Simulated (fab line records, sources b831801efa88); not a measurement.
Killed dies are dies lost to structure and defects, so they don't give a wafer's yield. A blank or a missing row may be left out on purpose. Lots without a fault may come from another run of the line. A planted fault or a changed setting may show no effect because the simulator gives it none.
fab line records | flow sky130
record lots=15 wafers=45 last_day=50
route steps=708 shown VT_ADJUST_HVTR@135 PAD_OPEN@708
lots that met no fault: from a run of the same line without faults
start_h: hours from the record's first day to the start of the lot's first wafer shown | wait_h: hours since the lot's step before | " the same as in the row above | L1.1+2: a row that stands for several wafers | - no value, or no start given | * or withheld: withheld | < > ~ a bound
route shown NAME@n: a module of which the file shows steps, and the number in the route of the first | usual: mean/standard deviation of fault-free wafers | same: alike in all rows | chamber/n: place in a boat | sites: the reading at each site | _std_site: their standard deviation | _edge_site: outer sites' mean less inner sites' | radius_mm: how far each site lies from the wafer's centre | mask NAME#n: copy n | behind: the tool/chamber that last shaped the wafer | hold: why the lot was held/for how many hours/how that ended | device: the transistor (n, p or np) that didn't switch | end of line: the same wafers' tests at the end of the route | a step without rows: its recipe alone | killed: dies lost to structure and defects at the first sort, not the wafer's yield | map: a wafer's dies, x killed, . not, _ none there
set.NAME: the setting as run; set.NAME@STEP: as run at that earlier step | model.NAME: the simulator's own value behind a step, which no gauge read
steps of the route over a sample of lots; a table a step, a row a wafer
services: from which hour (start_h, from the record's first day; less than 0 if before it) a tool's chamber was out of use, for how many hours, and why
## steps
# step SKY_VT_ADJUST_HVTR_EXPOSE_04
# recipe mask_id=HVTRM target_cd_nm=380 na=0.6 source_shape=conventional sigma_outer=0.6 dose_mj=150
# same sigma_outer=0.6
# columns lot.wafer tool chamber start_h wait_h mask
L188.2+5+6 iline_stepper-02 0 198.89 - HVTRM#0
L193.1+2+3 iline_stepper-01 0 230.82 - HVTRM#0
L194.3+4+6 iline_stepper-02 0 243.11 - HVTRM#0
L195.1+4+5 iline_stepper-02 0 249.02 - HVTRM#0
L196.1+3+6 iline_stepper-01 0 249.75 - HVTRM#0
L197.1+2+3 iline_stepper-01 0 254.84 - HVTRM#0
L198.1+2+6 iline_stepper-01 0 269.56 - HVTRM#0
L199.2+3+4 iline_stepper-01 0 272.73 - HVTRM#0
L200.1+3+4 iline_stepper-01 0 277.44 - HVTRM#0
L201.3+4+6 iline_stepper-02 0 280.56 - HVTRM#0
L202.2+3+4 iline_stepper-01 0 296.22 - HVTRM#0
L203.1+4+5 iline_stepper-02 0 306.52 - HVTRM#0
L207.1+3+6 iline_stepper-01 0 325.44 - HVTRM#0
L210.3+5+6 iline_stepper-02 0 347.71 - HVTRM#0
L211.1+4+6 iline_stepper-02 0 358.12 - HVTRM#0
# step SKY_VT_ADJUST_HVTR_OVL_MEAS_08
# usual VT_ADJUST_HVTR_OVL=-0.5/1.4
# columns lot.wafer tool chamber start_h wait_h VT_ADJUST_HVTR_OVL[nm]
L188.2 overlay-02 - 209.12 0.1 2.1
L188.5 " - " " -1.0
L188.6 " - " " 1.1
L193.1 overlay-01 - 241.89 0.1 -1.5
L193.2 " - " " 0.4
L193.3 " - " " 0.9
L194.3 overlay-01 - 254.44 0.1 -2.8
L194.4 " - " " -1.9
L194.6 " - " " -2.6
L195.1 overlay-01 - 260.29 0.1 -1.2
L195.4 " - " " -1.0
L195.5 " - " " -0.3
L196.1 overlay-01 - 261.01 0.1 -0.2
L196.3 " - " " -3.6
L196.6 " - " " -3.5
L197.1 overlay-01 - 266.31 0.1 -1.4
L197.2 " - " " -0.2
L197.3 " - " " -1.1
L198.1 overlay-02 - 281.41 0.1 0.6
L198.2 " - " " -0.2
L198.6 " - " " -2.7
L199.2 overlay-02 - 284.62 0.1 -3.0
L199.3 " - " " -2.1
L199.4 " - " " 0.1
L200.1 overlay-02 - 289.34 0.1 48.0
L200.3 " - " " 46.1
L200.4 " - " " 46.6
L201.3 overlay-02 - 292.39 0.1 -2.7
L201.4 " - " " 1.5
L201.6 " - " " -0.1
L202.2 overlay-02 - 308.95 0.1 46.8
L202.3 " - " " 45.4
L202.4 " - " " 46.7
L203.1 overlay-02 - 319.46 0.1 -1.0
L203.4 " - " " -2.8
L203.5 " - " " 1.1
L207.1 overlay-01 - 338.11 0.1 45.5
L207.3 " - " " 46.6
L207.6 " - " " 48.0
L210.3 overlay-02 - 361.16 0.1 0.9
L210.5 " - " " -1.0
L210.6 " - " " -1.5
L211.1 overlay-02 - 372.16 0.1 -2.1
L211.4 " - " " -1.3
L211.6 " - " " -2.3
# step SKY_PAD_OPEN_PROBE_99
# usual killed_at_M0_to_M3=44/7.9 killed_at_M4_up=3.1/1.9 killed_at_contacts=24/4.6 killed_at_front_end=16/4.9 killed_at_other=0.3/0.6 killed_dies=87/9.7 killed_open=48/7.2 killed_short=39/5.6
# same gross_dies=492 killed_at_back_side=0
# columns lot.wafer tool chamber start_h wait_h killed_at_M0_to_M3 killed_at_M4_up killed_at_contacts killed_at_front_end killed_at_other killed_dies killed_open killed_short
L195.1 prober-02 - 1117.44 0.1 38 1 20 11 0 70 39 31
L195.4 prober-02 - 1117.59 0.2 28 3 26 29 0 86 44 40
L195.5 prober-02 - 1117.64 0.2 34 3 24 18 0 79 45 33
L197.1 prober-01 - 1118.75 0.1 54 2 25 10 0 91 56 35
L197.2 prober-01 - 1118.80 0.1 43 4 16 10 1 74 42 31
L197.3 prober-01 - 1118.85 0.2 50 4 21 21 0 96 54 41
L203.1 prober-01 - 1186.24 0.1 32 4 20 14 0 70 37 33
L203.4 prober-01 - 1186.39 0.2 46 3 19 16 0 84 48 36
L203.5 prober-01 - 1186.44 0.2 54 3 24 19 0 100 53 47
L207.1 prober-01 - 1187.87 0.1 55 3 19 15 0 92 54 38
L207.3 prober-01 - 1187.97 0.2 35 0 23 28 1 87 46 41
L207.6 prober-01 - 1188.12 0.2 36 3 24 13 0 76 35 41
L210.3 prober-01 - 1191.50 0.2 41 2 26 16 1 86 51 35
L210.5 prober-01 - 1191.60 0.2 54 4 18 15 3 94 43 50
L210.6 prober-01 - 1191.65 0.2 50 4 18 12 0 84 48 36
# killed by level:class
L195.1 VIA3:geometric_particle:open=8 LI_CONTACT:geometric_particle:open=8 CONTACT:geometric_particle:open=7 METAL1:geometric_particle:short=6 POLY_GATE:geometric_particle:short=5 VIA2:geometric_particle:open=5 VIA1:geometric_particle:open=4 METAL3:geometric_particle:short=4
L195.4 FIELD_ISO:geometric_particle:short=10 CONTACT:geometric_particle:open=10 POLY_GATE:geometric_particle:short=6 POLY_GATE:geometric_particle:open=6 VIA3:geometric_particle:open=6 LI_CONTACT:geometric_particle:open=5 METAL2:geometric_particle:short=5 VIA1:geometric_particle:open=5
L195.5 CONTACT:geometric_particle:open=9 VIA2:geometric_particle:open=7 CONTACT:geometric_particle:short=7 VIA3:geometric_particle:open=7 FIELD_ISO:geometric_particle:open=6 VIA1:geometric_particle:open=6 LI_CONTACT:geometric_particle:open=5 FIELD_ISO:geometric_particle:short=4
L197.1 VIA1:geometric_particle:open=14 LI_CONTACT:geometric_particle:open=9 CONTACT:geometric_particle:open=9 VIA2:geometric_particle:open=9 METAL2:geometric_particle:short=8 POLY_GATE:geometric_particle:short=5 CONTACT:geometric_particle:short=5 METAL1:geometric_particle:short=5
L197.2 VIA1:geometric_particle:open=11 VIA3:geometric_particle:open=7 CONTACT:geometric_particle:open=6 VIA1:geometric_particle:short=6 LOCAL_INTERCONNECT:geometric_particle:short=4 METAL2:geometric_particle:short=4 POLY_GATE:geometric_particle:open=3 LI_CONTACT:geometric_particle:open=3
L197.3 VIA1:geometric_particle:open=18 LI_CONTACT:geometric_particle:open=8 CONTACT:geometric_particle:open=7 VIA2:geometric_particle:open=7 POLY_GATE:geometric_particle:short=6 FIELD_ISO:geometric_particle:short=5 VIA3:geometric_particle:open=5 METAL2:geometric_particle:short=5
L203.1 VIA1:geometric_particle:open=9 CONTACT:geometric_particle:open=8 FIELD_ISO:geometric_particle:open=5 CONTACT:geometric_particle:short=5 METAL2:geometric_particle:short=5 FIELD_ISO:geometric_particle:short=4 LI_CONTACT:geometric_particle:open=4 METAL1:geometric_particle:short=4
L203.4 VIA1:geometric_particle:open=10 CONTACT:geometric_particle:open=9 VIA2:geometric_particle:open=7 METAL1:geometric_particle:short=6 VIA1:geometric_particle:short=6 FIELD_ISO:geometric_particle:open=5 LI_CONTACT:geometric_particle:open=4 METAL3:geometric_particle:short=4
L203.5 VIA1:geometric_particle:open=10 VIA3:geometric_particle:open=10 FIELD_ISO:geometric_particle:short=8 LI_CONTACT:geometric_particle:open=8 CONTACT:geometric_particle:open=8 METAL3:geometric_particle:short=6 FIELD_ISO:geometric_particle:open=5 METAL1:geometric_particle:short=4
L207.1 VIA2:geometric_particle:open=13 VIA1:geometric_particle:open=7 VIA3:geometric_particle:open=7 LI_CONTACT:geometric_particle:open=6 METAL2:geometric_particle:short=5 FIELD_ISO:geometric_particle:open=5 CONTACT:geometric_particle:open=5 METAL2:geometric_particle:open=5
L207.3 POLY_GATE:geometric_particle:short=10 VIA1:geometric_particle:open=9 LI_CONTACT:geometric_particle:open=7 CONTACT:geometric_particle:open=7 FIELD_ISO:geometric_particle:short=5 POLY_GATE:geometric_particle:open=5 VIA1:geometric_particle:short=5 VIA2:geometric_particle:open=4
L207.6 CONTACT:geometric_particle:open=8 LOCAL_INTERCONNECT:geometric_particle:short=7 VIA1:geometric_particle:open=6 VIA2:geometric_particle:open=5 METAL2:geometric_particle:short=5 FIELD_ISO:geometric_particle:short=4 POLY_GATE:geometric_particle:short=4 LI_CONTACT:geometric_particle:open=4
L210.3 METAL2:geometric_particle:open=9 LI_CONTACT:geometric_particle:open=8 CONTACT:geometric_particle:short=8 CONTACT:geometric_particle:open=7 VIA1:geometric_particle:open=7 VIA3:geometric_particle:open=5 VIA1:geometric_particle:short=5 FIELD_ISO:geometric_particle:open=4
L210.5 METAL1:geometric_particle:short=9 VIA3:geometric_particle:open=8 METAL2:geometric_particle:short=7 VIA2:geometric_particle:open=7 CONTACT:geometric_particle:open=6 VIA1:geometric_particle:open=6 FIELD_ISO:geometric_particle:short=5 VIA1:geometric_particle:short=5
L210.6 VIA1:geometric_particle:open=10 METAL1:geometric_particle:short=9 VIA3:geometric_particle:open=8 LI_CONTACT:geometric_particle:open=6 METAL2:geometric_particle:short=5 POLY_GATE:geometric_particle:open=4 CONTACT:geometric_particle:short=4 CONTACT:geometric_particle:open=4
## services
# columns tool chamber start_h hours kind
iline_stepper-01 - 241.04 4.4 pm
iline_stepper-02 - 308.99 1.7 pm
iline_stepper-02 0 312.13 - calibration
iline_stepper-01 - 326.00 1.7 pm
iline_stepper-01 - 329.26 1.6 repair
iline_stepper-01 0 354.51 - calibration
## key
first_sign step=SKY_VT_ADJUST_HVTR_OVL_MEAS_08 reading=VT_ADJUST_HVTR_OVL direction=up sigmas=33 usual=-0.5 struck=46.6
effect none on later readings
met_at SKY_VT_ADJUST_HVTR_EXPOSE_04
struck_lots L200,L202,L207
tester_left_out L200,L202,L207
onset_between 272.73 277.44
fault kind=scanner_matching_overlay tool=iline_stepper-01 chamber=- onset_h=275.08 steps=SKY_VT_ADJUST_HVTR_EXPOSE_04 offset=47.631
# tester_left_out: of these lots the tester's yield and bins aren't shown, on N5 and GAA mostly nor the transistor test; their killed dies are dies lost to structure and defects alone, not to doping, threshold or leakage, so they don't give the yield
